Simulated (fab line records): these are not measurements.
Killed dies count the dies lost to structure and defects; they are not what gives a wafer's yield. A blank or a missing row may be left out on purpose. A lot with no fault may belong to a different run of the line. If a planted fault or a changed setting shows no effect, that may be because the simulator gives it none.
Which tool did it? ; flow gf180mcu ; 36 wafers from 12 lots sampled at 6 of the route's 602 steps

== WHAT THE GAUGES READ, wafer by wafer ==
GF_CONTACT_THK_MEAS_26: measures by xrf. Usual: CONTACT_W_THK 299 nm, standard deviation 4.7.
lot;measured;on;CONTACT_W_THK (nm);flag
L609;day 15 23:01;film-metro-02;298 296 305;
L611;day 16 22:27;film-metro-01;298 298 296;
L612;day 17 01:20;film-metro-04;304 305 306;
L615;day 18 08:51;film-metro-04;310 308 309;
L614;day 18 10:52;film-metro-04;305 304 304;
L616;day 18 19:05;film-metro-02;298 298 298;
L624;day 21 14:37;film-metro-04;306 305 302;
L626;day 22 07:15;film-metro-04;298 300 302;
L627;day 22 19:10;film-metro-01;297 297 299;
L628;day 23 00:19;film-metro-04;304 295 302;
L629;day 23 06:22;film-metro-01;299 297 302;
L631;day 23 22:05;film-metro-01;292 301 287;

GF_M1_OVL_MEAS_15. Usual: M1_OVL -2 nm, standard deviation 4.9.
lot;measured;on;M1_OVL (nm);flag
L609;day 16 22:19;overlay-01;4 5 2;
L611;day 17 22:13;overlay-01;-3 -1 -2;
L612;day 18 00:49;overlay-01;-9 1 -11;
L615;day 19 09:17;overlay-02;-9 -6 0;
L614;day 19 11:34;overlay-02;5 -8 -9;
L616;day 19 20:35;overlay-02;5 -5 -1;
L624;day 22 13:53;overlay-01;-5 -7 2;
L626;day 23 07:18;overlay-01;-3 4 4;
L627;day 23 18:58;overlay-02;-4 1 5;
L628;day 23 23:23;overlay-02;6 -2 -4;
L629;day 24 05:28;overlay-02;4 8 3;
L631;day 24 20:37;overlay-02;3 -5 -2;

GF_V1_THK_MEAS_01. Usual: V1_CVD_00_THK 596 nm, standard deviation 6.
lot;measured;on;V1_CVD_00_THK (nm);flag
L609;day 16 23:05;film-metro-02;597 589 591;
L611;day 17 23:01;film-metro-03;596 583 604;
L612;day 18 01:36;film-metro-03;593 597 595;
L615;day 19 10:11;film-metro-03;594 593 587;
L614;day 19 12:36;film-metro-01;1187 1208 1165;OFF
L616;day 19 21:36;film-metro-02;1168 1181 1189;OFF
L624;day 22 14:55;film-metro-03;1192 1206 1187;OFF
L626;day 23 08:05;film-metro-03;612 603 596;
L627;day 23 19:44;film-metro-01;605 579 600;
L628;day 24 00:22;film-metro-03;594 602 601;
L629;day 24 06:23;film-metro-03;598 597 588;
L631;day 24 21:24;film-metro-03;597 596 599;

GF_V1_BOW_MEAS_05. Usual: V1_BOW 81 um, standard deviation 7.6.
lot;measured;on;V1_BOW (um);flag
L609;day 16 23:35;film-metro-02;92 73 102;
L611;day 17 23:32;film-metro-03;79 92 80;
L612;day 18 02:07;film-metro-02;79 75 82;
L615;day 19 10:41;film-metro-03;95 87 82;
L614;day 19 13:07;film-metro-03;105 103 107;OFF
L616;day 19 22:05;film-metro-02;106 100 100;
L624;day 22 15:56;film-metro-03;96 102 102;
L626;day 23 08:34;film-metro-03;79 85 85;
L627;day 23 20:15;film-metro-01;94 74 82;
L628;day 24 00:52;film-metro-03;89 81 82;
L629;day 24 06:54;film-metro-03;81 85 81;
L631;day 24 21:55;film-metro-02;80 81 83;

== TOOL THAT RAN EACH LOT (tool first, then ch and the chambers of the sampled wafers, then the start) ==
lot;GF_M1_SPUTTER_00;GF_V1_CVD_00
L609;pvd-sputter-04, day 15 23:28;hdpcvd-01 ch 0,2, day 16 23:00
L611;pvd-sputter-03, day 16 22:48;hdpcvd-01 ch 0,1,2, day 17 22:56
L612;pvd-sputter-02, day 17 01:41;hdpcvd-02 ch 0,2, day 18 01:31
L615;pvd-sputter-03, day 18 09:13;hdpcvd-02 ch 0,1,2, day 19 10:07
L614;pvd-sputter-02, day 18 11:12;hdpcvd-02 ch 0,1,2, day 19 12:16
L616;pvd-sputter-02, day 18 19:27;hdpcvd-02 ch 0,1, day 19 21:17
L624;pvd-sputter-04, day 21 14:59;hdpcvd-01 ch 0,1, day 22 14:35
L626;pvd-sputter-04, day 22 07:37;hdpcvd-01 ch 0,2, day 23 08:00
L627;pvd-sputter-02, day 22 19:31;hdpcvd-01 ch 0,1,2, day 23 19:39
L628;pvd-sputter-02, day 23 00:39;hdpcvd-01 ch 0,1, day 24 00:16
L629;pvd-sputter-03, day 23 06:42;hdpcvd-01 ch 0,1,2, day 24 06:19
L631;pvd-sputter-02, day 23 22:26;hdpcvd-01 ch 1,2, day 24 21:19
- GF_M1_SPUTTER_00: material Ti, target thk 37.5 nm, time 150 s.
- GF_V1_CVD_00: deposits SiO2, target thk 600 nm, time 100 s.

== AS READ BY THE TOOLS THEMSELVES (means over the sampled wafers that have a number; for cases with no such wafer, the mark the record gives instead) ==
GF_M1_SPUTTER_00. Usual: chamber-pressure-pa 2.000 Pa, standard deviation 0.0039; throttle-valve-pct 30.1 %, standard deviation 0.81.
lot;tool;chamber-pressure-pa (Pa);throttle-valve-pct (%);flag
L609;pvd-sputter-04;2.004;30.0;
L611;pvd-sputter-03;2.003;30.4;
L612;pvd-sputter-02;2.001;30.5;
L615;pvd-sputter-03;2.002;30.3;
L614;pvd-sputter-02;2.002;29.8;
L616;pvd-sputter-02;1.999;29.2;
L624;pvd-sputter-04;1.999;30.0;
L626;pvd-sputter-04;2.000;29.7;
L627;pvd-sputter-02;2.002;30.7;
L628;pvd-sputter-02;2.003;31.1;
L629;pvd-sputter-03;2.002;29.9;
L631;pvd-sputter-02;2.002;29.9;

GF_V1_CVD_00. Usual: sih4-flow-sccm 60.02 sccm, standard deviation 0.18.
lot;tool;sih4-flow-sccm (sccm);flag
L609;hdpcvd-01;60.09;
L611;hdpcvd-01;60.02;
L612;hdpcvd-02;59.93;
L615;hdpcvd-02;60.11;
L614;hdpcvd-02;59.80;
L616;hdpcvd-02;60.03;
L624;hdpcvd-01;60.15;
L626;hdpcvd-01;60.18;
L627;hdpcvd-01;59.88;
L628;hdpcvd-01;59.83;
L629;hdpcvd-01;60.24;
L631;hdpcvd-01;59.81;

== THE ANSWER, worked out from the rows above alone ==
Rule: a lot is off if the mean of its wafers that have a number lies more than 3 standard deviations from the usual mean. Also off: a lot with no number at a reading for which 4 or more lots have one. All remaining lots with rows at the step are treated as sound. Order of review: gauges by route order, followed by the tools' own readings, for which a lot's mean as printed above is used. At the first step where some lot is off, the reading lying furthest off is the one used; lots without a number count as furthest.
Off: L614, L616, L624, seen at GF_V1_THK_MEAS_01 (V1_CVD_00_THK).
If a tool, at a process step before that reading, ran all the lots that are off and no sound lot after the first of them, it fits. Those tools and the gauges at GF_V1_THK_MEAS_01 are tried in the same way. None of those tried fits.

== WHAT HAD BEEN PUT IN BY THE SIMULATOR ==
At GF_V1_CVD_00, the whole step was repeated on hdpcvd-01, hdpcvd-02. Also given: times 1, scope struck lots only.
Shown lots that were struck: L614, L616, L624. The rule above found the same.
